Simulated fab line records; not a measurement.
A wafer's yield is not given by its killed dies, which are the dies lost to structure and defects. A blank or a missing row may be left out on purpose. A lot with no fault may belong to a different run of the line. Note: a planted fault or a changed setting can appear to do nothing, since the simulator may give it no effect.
Problem report in the 8D (eight disciplines) form, filled by code    flow sky130    the parts of the form that need people (team, actions taken, sign-off) are left out

1. WHAT IS WRONG
At SKY_LDD_P_IMPLANT_09, dose_ions_cm2 averages 9.1165e+12 over 6 wafers from 2 lots, while fault-free wafers read 1.0001e+13, standard deviation 1.1e+10. Measured from the usual mean, that is -80 standard deviations.
First observed at day 24 13:15: wafer L613.2, on implanter-03. Wafers with a number at this step in the record: 18, from 6 lots. Rule for "out", or "out of limits": more than 4 standard deviations from the usual mean. All remaining wafers that have a number are taken as sound.

2. WHAT IT IS, AND WHAT IT ISN'T
question                     is                      is not
which readings at this step  dose_ions_cm2           end_station_pressure_torr
which lots                   L613, L614              L599, L607, L617, L622
which wafers of those lots   all that have a number  -
read on which tools          implanter-03            implanter-01, implanter-02
when                         from day 24 13:15       up to then (6 sound wafers); but 6 sound wafers of L617, L622 came after

3. WHAT RULES OUT EACH SUSPECT
Counting: a tool at any process step up to the reading remains a suspect when it ran all the lots that are out and ran no sound lot after the first of those.
- implanter-03 at SKY_LDD_P_IMPLANT_09: kept. It ran every lot that is out, first L613 (day 24 13:15), and no sound lot after that; its last sound lot up to then is L607 (day 22 19:34). Its own readings are out on those wafers: dose_ions_cm2.
Left after counting: implanter-03 at SKY_LDD_P_IMPLANT_09.

4. THE CAUSE (what the simulator had put in)
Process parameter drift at SKY_LDD_P_IMPLANT_09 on implanter-03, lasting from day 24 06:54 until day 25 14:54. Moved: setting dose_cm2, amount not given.
This tool alone remained once counting was done.

5. THE EFFECT CHAIN, in route order
Each row: a reading whose mean over the struck wafers that have a number lies more than 3 standard deviations from the usual. Only readings for which the record gives a usual standard deviation are gone through. hours: the time from each lot's start at the first step in this table that gives one to its start at this step, as a median over the lots. sigmas: the change in usual standard deviations.
hours  step                  reading             usual       on struck wafers  change       sigmas
0      SKY_LDD_P_IMPLANT_09  dose_ions_cm2       1.0001e+13  9.1165e+12        -8.8450e+11  -80
0      SKY_LDD_P_IMPLANT_09  faraday_current_uA  56.3        51.5              -4.8         -4.0
Process steps it contains:
- SKY_LDD_P_IMPLANT_09

6. WHAT WOULD HAVE CAUGHT IT SOONER
In this record the first reading out of limits was taken at day 24 13:15, 6 hours after the fault began at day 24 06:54.
